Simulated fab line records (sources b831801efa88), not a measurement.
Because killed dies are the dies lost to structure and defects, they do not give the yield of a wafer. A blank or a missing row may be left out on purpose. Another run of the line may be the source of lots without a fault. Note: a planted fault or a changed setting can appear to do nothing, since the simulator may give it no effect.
Chamber matching | flow sky130 | SKY_CONTACT_ETCH_17 on rieDiel-01 has 4 sister chambers
The step etches SiO2 in C4F8/O2/Ar, stops on Si3N4, target depth 340 nm. 18 wafers are shown with their chamber, then 9 later ones without.

## WAFERS PAIRED WITH THEIR CHAMBERS
wafer  | chamber | oesProductAu (a.u.)
L074.2 | 1       | 0.886
L074.4 | 0       | 0.886
L074.5 | 0       | 0.889
L075.2 | 2       | 0.891
L075.5 | 3       | 0.892
L075.6 | 2       | 0.894
L078.2 | 1       | 0.885
L078.4 | 0       | 0.897
L078.6 | 1       | 0.889
L080.1 | 3       | 0.890
L080.2 | 0       | 0.885
L080.5 | 3       | 0.889
L082.1 | 3       | 0.887
L082.4 | 3       | 0.890
L082.6 | 1       | 0.892
L090.1 | 0       | 0.883
L090.4 | 2       | 0.885
L090.6 | 1       | 0.888

SIGNATURES (means of the wafers above)
reading      | chamber 0 | chamber 1 | chamber 2 | chamber 3 | scatter within a chamber
oesProductAu | 0.88800   | 0.88800   | 0.89000   | 0.88960   | 0.00383
Rule: for each reading, subtract the chamber's mean from the wafer's reading, divide by that reading's scatter and square the result; add these up over the readings and take the root, which gives the wafer's distance from the chamber. If the next closest chamber is less than 2 further off than the closest, the wafer can't be placed; otherwise it belongs to the closest. How the scatter is found: for the shown wafers, subtract from each reading the mean of its chamber, square and add these, divide the total by (wafers less chambers), then take the root.

## WAFERS WITHOUT THEIR CHAMBER
wafer  | oesProductAu (a.u.)
L093.1 | 0.891
L093.3 | 0.893
L093.5 | 0.896
L092.3 | 0.891
L092.4 | 0.891
L092.5 | 0.891
L097.1 | 0.891
L097.3 | 0.891
L097.5 | 0.897

## THE CHAMBER EACH PASSED THROUGH
wafer  | from the rows above               | in truth
L093.1 | can't be placed: 2 or 3 or 0 or 1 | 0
L093.3 | can't be placed: 2 or 3 or 0 or 1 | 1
L093.5 | can't be placed: 2 or 3 or 0 or 1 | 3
L092.3 | can't be placed: 2 or 3 or 0 or 1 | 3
L092.4 | can't be placed: 2 or 3 or 0 or 1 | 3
L092.5 | can't be placed: 2 or 3 or 0 or 1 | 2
L097.1 | can't be placed: 2 or 3 or 0 or 1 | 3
L097.3 | can't be placed: 2 or 3 or 0 or 1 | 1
L097.5 | can't be placed: 2 or 3 or 0 or 1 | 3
Correct placement for 0 of the 9. These rows do not allow placing 9 (true chamber among the candidates in 9). 0 placed wrongly.
